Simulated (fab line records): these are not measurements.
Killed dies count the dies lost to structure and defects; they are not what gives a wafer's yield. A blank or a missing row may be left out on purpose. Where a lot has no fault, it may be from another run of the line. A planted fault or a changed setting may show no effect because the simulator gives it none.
Which tool did it? || flow gf180mcu || 10 lots with 30 wafers sampled at 6 steps, on a route of 602 steps

## WHAT THE GAUGES READ, wafer by wafer
GF_V5_BOW_MEAS_05. Usual: V5_BOW gives 132 um (standard deviation 9.9).
{"lot": "L922", "measured": "day 27 00:58", "on": "filmMetro-02", "V5_BOW (um)": "127 130 124", "flag": ""}
{"lot": "L926", "measured": "day 28 08:13", "on": "filmMetro-04", "V5_BOW (um)": "149 137 133", "flag": ""}
{"lot": "L930", "measured": "day 29 12:19", "on": "filmMetro-04", "V5_BOW (um)": "119 114 136", "flag": ""}
{"lot": "L931", "measured": "day 30 02:02", "on": "filmMetro-04", "V5_BOW (um)": "122 129 122", "flag": ""}
{"lot": "L936", "measured": "day 31 04:14", "on": "filmMetro-01", "V5_BOW (um)": "126 129 120", "flag": ""}
{"lot": "L937", "measured": "day 31 08:59", "on": "filmMetro-02", "V5_BOW (um)": "131 155 149", "flag": ""}
{"lot": "L938", "measured": "day 31 18:16", "on": "filmMetro-02", "V5_BOW (um)": "127 139 130", "flag": ""}
{"lot": "L940", "measured": "day 32 08:58", "on": "filmMetro-01", "V5_BOW (um)": "118 126 110", "flag": ""}
{"lot": "L942", "measured": "day 32 11:46", "on": "filmMetro-02", "V5_BOW (um)": "133 132 137", "flag": ""}
{"lot": "L943", "measured": "day 32 21:45", "on": "filmMetro-01", "V5_BOW (um)": "115 129 126", "flag": ""}

GF_TOP_METAL_RS_MEAS_05: measurement is done with a four-point probe. Usual: TOP_METAL_ALCU_RS gives 0.0328 ohm/sq (standard deviation 0.0004).
{"lot": "L922", "measured": "day 27 23:15", "on": "filmMetro-02", "TOP_METAL_ALCU_RS (ohm/sq)": "0.0336 0.0332 0.0336", "flag": ""}
{"lot": "L926", "measured": "day 29 04:34", "on": "filmMetro-02", "TOP_METAL_ALCU_RS (ohm/sq)": "0.0330 0.0327 0.0324", "flag": ""}
{"lot": "L930", "measured": "day 30 08:15", "on": "filmMetro-02", "TOP_METAL_ALCU_RS (ohm/sq)": "0.0550 0.0333 0.0549", "flag": "OFF"}
{"lot": "L931", "measured": "day 30 22:23", "on": "filmMetro-02", "TOP_METAL_ALCU_RS (ohm/sq)": "0.0331 0.0327 0.0549", "flag": "OFF"}
{"lot": "L936", "measured": "day 31 23:42", "on": "filmMetro-01", "TOP_METAL_ALCU_RS (ohm/sq)": "0.0330 0.0332 0.0331", "flag": ""}
{"lot": "L937", "measured": "day 32 03:32", "on": "filmMetro-03", "TOP_METAL_ALCU_RS (ohm/sq)": "0.0330 0.0327 0.0325", "flag": ""}
{"lot": "L938", "measured": "day 32 12:28", "on": "filmMetro-02", "TOP_METAL_ALCU_RS (ohm/sq)": "0.0326 0.0326 0.0328", "flag": ""}
{"lot": "L940", "measured": "day 33 02:34", "on": "filmMetro-02", "TOP_METAL_ALCU_RS (ohm/sq)": "0.0330 0.0329 0.0325", "flag": ""}
{"lot": "L942", "measured": "day 33 05:28", "on": "filmMetro-03", "TOP_METAL_ALCU_RS (ohm/sq)": "0.0322 0.0320 0.0323", "flag": ""}
{"lot": "L943", "measured": "day 33 15:20", "on": "filmMetro-01", "TOP_METAL_ALCU_RS (ohm/sq)": "0.0331 0.0331 0.0324", "flag": ""}

GF_TOP_METAL_THK_MEAS_06: measures by xrf. Usual: TOP_METAL_ALCU_THK gives 884 nm (standard deviation 11).
{"lot": "L922", "measured": "day 27 23:22", "on": "filmMetro-02", "TOP_METAL_ALCU_THK (nm)": "861 870 862", "flag": ""}
{"lot": "L926", "measured": "day 29 04:41", "on": "filmMetro-02", "TOP_METAL_ALCU_THK (nm)": "877 884 892", "flag": ""}
{"lot": "L930", "measured": "day 30 08:22", "on": "filmMetro-02", "TOP_METAL_ALCU_THK (nm)": "528 871 532", "flag": "OFF"}
{"lot": "L931", "measured": "day 30 22:30", "on": "filmMetro-02", "TOP_METAL_ALCU_THK (nm)": "872 883 531", "flag": "OFF"}
{"lot": "L936", "measured": "day 31 23:49", "on": "filmMetro-01", "TOP_METAL_ALCU_THK (nm)": "876 868 874", "flag": ""}
{"lot": "L937", "measured": "day 32 03:38", "on": "filmMetro-03", "TOP_METAL_ALCU_THK (nm)": "881 889 893", "flag": ""}
{"lot": "L938", "measured": "day 32 12:35", "on": "filmMetro-02", "TOP_METAL_ALCU_THK (nm)": "881 884 878", "flag": ""}
{"lot": "L940", "measured": "day 33 02:40", "on": "filmMetro-02", "TOP_METAL_ALCU_THK (nm)": "880 884 891", "flag": ""}
{"lot": "L942", "measured": "day 33 05:34", "on": "filmMetro-03", "TOP_METAL_ALCU_THK (nm)": "907 906 906", "flag": ""}
{"lot": "L943", "measured": "day 33 15:26", "on": "filmMetro-01", "TOP_METAL_ALCU_THK (nm)": "880 878 895", "flag": ""}

GF_TOP_METAL_CD_MEAS_14: target cd 440 nm. Usual: cdNm reads 439.9 nm (standard deviation 2.4).
{"lot": "L922", "measured": "day 28 17:23", "on": "cdSem-02", "cdNm (nm)": "438.5 436.1 438.1", "flag": ""}
{"lot": "L926", "measured": "day 29 22:50", "on": "cdSem-01", "cdNm (nm)": "439.7 440.1 440.0", "flag": ""}
{"lot": "L930", "measured": "day 31 02:19", "on": "cdSem-01", "cdNm (nm)": "438.5 439.1 441.4", "flag": ""}
{"lot": "L931", "measured": "day 31 16:01", "on": "cdSem-02", "cdNm (nm)": "439.3 439.3 436.4", "flag": ""}
{"lot": "L936", "measured": "day 32 16:12", "on": "cdSem-01", "cdNm (nm)": "436.0 435.6 435.7", "flag": ""}
{"lot": "L937", "measured": "day 32 20:01", "on": "cdSem-02", "cdNm (nm)": "441.0 442.6 440.9", "flag": ""}
{"lot": "L938", "measured": "day 33 04:09", "on": "cdSem-02", "cdNm (nm)": "443.4 443.6 442.0", "flag": ""}
{"lot": "L940", "measured": "day 33 18:22", "on": "cdSem-02", "cdNm (nm)": "439.9 437.6 438.0", "flag": ""}
{"lot": "L942", "measured": "day 33 20:53", "on": "cdSem-02", "cdNm (nm)": "438.9 435.8 438.9", "flag": ""}
{"lot": "L943", "measured": "day 34 06:03", "on": "cdSem-02", "cdNm (nm)": "440.7 439.8 441.5", "flag": ""}

## TOOL THAT RAN EACH LOT (tool first, then ch and the chambers of the sampled wafers, then the start)
{"lot": "L922", "GF_V5_CMP_26": "cmp-01 ch 0,1,2, day 27 22:46", "GF_TOP_METAL_SPUTTER_02": "pvdSputter-02, day 27 23:08"}
{"lot": "L926", "GF_V5_CMP_26": "cmp-02 ch 1,2,3, day 29 04:08", "GF_TOP_METAL_SPUTTER_02": "pvdSputter-02, day 29 04:28"}
{"lot": "L930", "GF_V5_CMP_26": "cmp-01 ch 2,3, day 30 07:44", "GF_TOP_METAL_SPUTTER_02": "pvdSputter-02, day 30 08:10"}
{"lot": "L931", "GF_V5_CMP_26": "cmp-01 ch 0,1,3, day 30 21:55", "GF_TOP_METAL_SPUTTER_02": "pvdSputter-02, day 30 22:17"}
{"lot": "L936", "GF_V5_CMP_26": "cmp-01 ch 2,3, day 31 23:10", "GF_TOP_METAL_SPUTTER_02": "pvdSputter-04, day 31 23:35"}
{"lot": "L937", "GF_V5_CMP_26": "cmp-01 ch 1,3, day 32 03:02", "GF_TOP_METAL_SPUTTER_02": "pvdSputter-04, day 32 03:25"}
{"lot": "L938", "GF_V5_CMP_26": "cmp-01 ch 2,3, day 32 11:59", "GF_TOP_METAL_SPUTTER_02": "pvdSputter-04, day 32 12:22"}
{"lot": "L940", "GF_V5_CMP_26": "cmp-01 ch 0,1,2, day 33 02:03", "GF_TOP_METAL_SPUTTER_02": "pvdSputter-01, day 33 02:26"}
{"lot": "L942", "GF_V5_CMP_26": "cmp-02 ch 1,2,3, day 33 05:01", "GF_TOP_METAL_SPUTTER_02": "pvdSputter-04, day 33 05:21"}
{"lot": "L943", "GF_V5_CMP_26": "cmp-02 ch 1,3, day 33 14:50", "GF_TOP_METAL_SPUTTER_02": "pvdSputter-04, day 33 15:13"}
- GF_V5_CMP_26: polishes, stops on SiO2, t overpolish 15 s, target thk 0 nm.
- GF_TOP_METAL_SPUTTER_02: material AlCu, target thk 900 nm, time 47.82 s.

## AS READ BY THE TOOLS THEMSELVES (means over the sampled wafers that have a number; for cases with no such wafer, the mark the record gives instead)
GF_V5_CMP_26. Usual: motorCurrentA 11.0 A, standard deviation 1.2; overpolishRunS 15.001 s, standard deviation 0.0085; retainingRingPressureFrac 0.999, standard deviation 0.0051; slurryFlowMlMin 150.1, standard deviation 0.45; timeToEndpointS 83 s, standard deviation 3.9.
{"lot": "L922", "tool": "cmp-01", "motorCurrentA (A)": 10.4, "overpolishRunS (s)": 15.006, "retainingRingPressureFrac": 0.994, "slurryFlowMlMin": 150.4, "timeToEndpointS (s)": 85, "flag": ""}
{"lot": "L926", "tool": "cmp-02", "motorCurrentA (A)": 12.2, "overpolishRunS (s)": 15.002, "retainingRingPressureFrac": 0.998, "slurryFlowMlMin": 150.0, "timeToEndpointS (s)": 81, "flag": ""}
{"lot": "L930", "tool": "cmp-01", "motorCurrentA (A)": 10.7, "overpolishRunS (s)": 15.002, "retainingRingPressureFrac": 1.002, "slurryFlowMlMin": 149.6, "timeToEndpointS (s)": 87, "flag": ""}
{"lot": "L931", "tool": "cmp-01", "motorCurrentA (A)": 10.7, "overpolishRunS (s)": 14.991, "retainingRingPressureFrac": 1.000, "slurryFlowMlMin": 149.7, "timeToEndpointS (s)": 85, "flag": ""}
{"lot": "L936", "tool": "cmp-01", "motorCurrentA (A)": 11.5, "overpolishRunS (s)": 15.003, "retainingRingPressureFrac": 1.001, "slurryFlowMlMin": 150.1, "timeToEndpointS (s)": 87, "flag": ""}
{"lot": "L937", "tool": "cmp-01", "motorCurrentA (A)": 11.1, "overpolishRunS (s)": 15.003, "retainingRingPressureFrac": 0.999, "slurryFlowMlMin": 150.2, "timeToEndpointS (s)": 85, "flag": ""}
{"lot": "L938", "tool": "cmp-01", "motorCurrentA (A)": 11.2, "overpolishRunS (s)": 15.004, "retainingRingPressureFrac": 1.002, "slurryFlowMlMin": 150.0, "timeToEndpointS (s)": 82, "flag": ""}
{"lot": "L940", "tool": "cmp-01", "motorCurrentA (A)": 10.5, "overpolishRunS (s)": 15.001, "retainingRingPressureFrac": 1.002, "slurryFlowMlMin": 150.2, "timeToEndpointS (s)": 84, "flag": ""}
{"lot": "L942", "tool": "cmp-02", "motorCurrentA (A)": 12.2, "overpolishRunS (s)": 15.000, "retainingRingPressureFrac": 0.999, "slurryFlowMlMin": 150.0, "timeToEndpointS (s)": 80, "flag": ""}
{"lot": "L943", "tool": "cmp-02", "motorCurrentA (A)": 13.5, "overpolishRunS (s)": 15.000, "retainingRingPressureFrac": 1.002, "slurryFlowMlMin": 150.5, "timeToEndpointS (s)": 85, "flag": ""}

GF_TOP_METAL_SPUTTER_02. Usual: throttleValvePct reads 29.3 % (standard deviation 1.3).
{"lot": "L922", "tool": "pvdSputter-02", "throttleValvePct (%)": 28.8, "flag": ""}
{"lot": "L926", "tool": "pvdSputter-02", "throttleValvePct (%)": 28.6, "flag": ""}
{"lot": "L930", "tool": "pvdSputter-02", "throttleValvePct (%)": 29.4, "flag": ""}
{"lot": "L931", "tool": "pvdSputter-02", "throttleValvePct (%)": 29.3, "flag": ""}
{"lot": "L936", "tool": "pvdSputter-04", "throttleValvePct (%)": 30.1, "flag": ""}
{"lot": "L937", "tool": "pvdSputter-04", "throttleValvePct (%)": 30.5, "flag": ""}
{"lot": "L938", "tool": "pvdSputter-04", "throttleValvePct (%)": 30.3, "flag": ""}
{"lot": "L940", "tool": "pvdSputter-01", "throttleValvePct (%)": 29.2, "flag": ""}
{"lot": "L942", "tool": "pvdSputter-04", "throttleValvePct (%)": 30.1, "flag": ""}
{"lot": "L943", "tool": "pvdSputter-04", "throttleValvePct (%)": 29.3, "flag": ""}

## THE ANSWER, worked out from the rows above alone
Rule: lot off if the mean of its wafers having a number is beyond 3 standard deviations from the usual mean. A lot without any number at a reading at which 4 lots or more have one is off too. Any other lot the step has rows for is counted as sound. After the gauges, taken in route order, come the tools' own readings; for these a lot's mean is taken, as printed above. The first step at which some lot is off is used, and at that step the reading that is off furthest; a lot without a number counts as furthest.
Off: L930, L931, seen at GF_TOP_METAL_RS_MEAS_05 (TOP_METAL_ALCU_RS).
If a tool, at a process step before that reading, ran all the lots that are off and no sound lot after the first of them, it fits. Those tools and the gauges at GF_TOP_METAL_RS_MEAS_05 are tried in the same way. One candidate fits, namely pvdSputter-02 at GF_TOP_METAL_SPUTTER_02. Its last sound lot is L926 (day 29 04:28), its first lot that is off L930 (day 30 08:10): a fault that began between those two fits.

## WHAT HAD BEEN PUT IN BY THE SIMULATOR
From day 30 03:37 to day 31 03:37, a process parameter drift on pvdSputter-02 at GF_TOP_METAL_SPUTTER_02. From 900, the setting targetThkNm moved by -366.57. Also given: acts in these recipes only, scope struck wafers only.
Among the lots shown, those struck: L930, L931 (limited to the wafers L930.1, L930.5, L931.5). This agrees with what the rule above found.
